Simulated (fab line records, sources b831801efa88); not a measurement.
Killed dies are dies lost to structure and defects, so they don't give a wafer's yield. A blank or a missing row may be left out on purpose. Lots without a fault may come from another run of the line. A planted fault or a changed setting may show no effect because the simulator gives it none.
A struck lot beside a sound one | flow sky130 | 21 steps out of a route of 708
Sound: wafers L642.1, L642.3, L642.6. Struck: wafers L654.1, L654.3, L654.6. The cause comes at the end.
At each step with rows: each side's tool, then ch and its chambers, then its first start. Under that, the readings that differ: sound wafers | struck wafers | difference of the means | sigmas: that difference in standard deviations of wafers without a fault.
alike: readings whose means differ by less than 2 such deviations, and words and numbers that are the same on both sides. not compared: withheld readings, readings that some wafer has no value for, bounds like >300 that may hide the same value, and numbers for which the record gives no deviation and whose values overlap.
The two part at a step that has a row with sigmas, a row that says differs or no value, or rows on one side only. Numbers that don't overlap but have no deviation are shown without sigmas and don't part them. A reading that every wafer of one side lacks parts them only if that side has two wafers or more.

first, 4 steps without rows for these wafers: SKY_RES_XHIGH_EXPOSE_04 (exposes mask URPM, target cd 1270 nm); SKY_RES_XHIGH_PEB_05; SKY_RES_XHIGH_DEVELOP_06 (develop time 60 s); SKY_RES_XHIGH_IMPLANT_07.
SKY_RES_XHIGH_STRIP_08: strips in O2/N2.
  sound on plasma_asher-01 ch 0,1, day 28 12:46; struck on plasma_asher-01 ch 0, day 31 19:30
  alike: drypump_motor_current_A, oes_product_au, strip_time_to_endpoint_s
  not compared: rf_hours_counter_h
SKY_RES_XHIGH_TW_MEAS_09:
  sound on film_metro-03, day 28 12:52; struck on film_metro-04, day 31 19:36
  reading      | sound          | struck         | difference | sigmas
  RES_XHIGH_TW | 1672 1667 1666 | 1622 1622 1616 | -48        | -3
then, 6 steps without rows for these wafers: SKY_SD_N_DEHYDRATE_00 (time 60 s); SKY_SD_N_HMDS_01 (prime time 60 s); SKY_SD_N_COAT_02 (resist thk 1140 nm); SKY_SD_N_SOFTBAKE_03 (time 60 s); SKY_SD_N_EXPOSE_04 (exposes mask NSDM, target cd 380 nm); SKY_SD_N_PEB_05.
SKY_SD_N_DEVELOP_06: develop time 60 s.
  sound on litho_track-04 ch 0, day 29 16:42; struck on litho_track-04 ch 0, day 32 21:33
SKY_SD_N_CD_MEAS_07: target cd 380 nm.
  sound on cd_sem-02, day 29 16:51; struck on cd_sem-01, day 32 21:42
  reading    | sound             | struck | difference                    | sigmas
  cd_nm (nm) | 382.4 380.3 381.8 | - - -  | no value on the struck wafers |
SKY_SD_N_OVL_MEAS_08:
  sound on overlay-02, day 29 16:58; struck on overlay-02, day 32 21:49
  reading       | sound          | struck | difference                    | sigmas
  SD_N_OVL (nm) | -0.7 -0.5 -1.8 | - - -  | no value on the struck wafers |
then, 2 steps without rows for these wafers: SKY_SD_N_IMPLANT_09; SKY_SD_N_IMPLANT_10.
SKY_SD_N_STRIP_11: strips in O2/N2.
  sound on plasma_asher-04 ch 0,1, day 29 17:18; struck on plasma_asher-01 ch 0,1, day 32 22:09
  alike: drypump_motor_current_A, oes_product_au, strip_time_to_endpoint_s
  not compared: rf_hours_counter_h
SKY_SD_N_TW_MEAS_12:
  sound on film_metro-03, day 29 17:24; struck on film_metro-04, day 32 22:15
  reading | sound          | struck   | difference | sigmas
  SD_N_TW | 4062 4072 4031 | 30 30 30 | -4025      | -99 or more
then, 1 step without rows for these wafers: SKY_SD_N_CLEAN_13 (cleans in SC1/SC2, time 150 s).
-- the record jumps here: 16 days lie between the struck wafers' starts before and after (it left off in module SD_N and takes up again in module PAD_OPEN, whose first step shown is number 708 of the route) --
SKY_PAD_OPEN_PROBE_99:
  the record has rows for the struck wafers here (prober-02, day 49 08:02) and none for the sound ones

WHERE THEY PART
First at SKY_RES_XHIGH_TW_MEAS_09; last, within this record, at SKY_PAD_OPEN_PROBE_99.

WHY: what the simulator had put in
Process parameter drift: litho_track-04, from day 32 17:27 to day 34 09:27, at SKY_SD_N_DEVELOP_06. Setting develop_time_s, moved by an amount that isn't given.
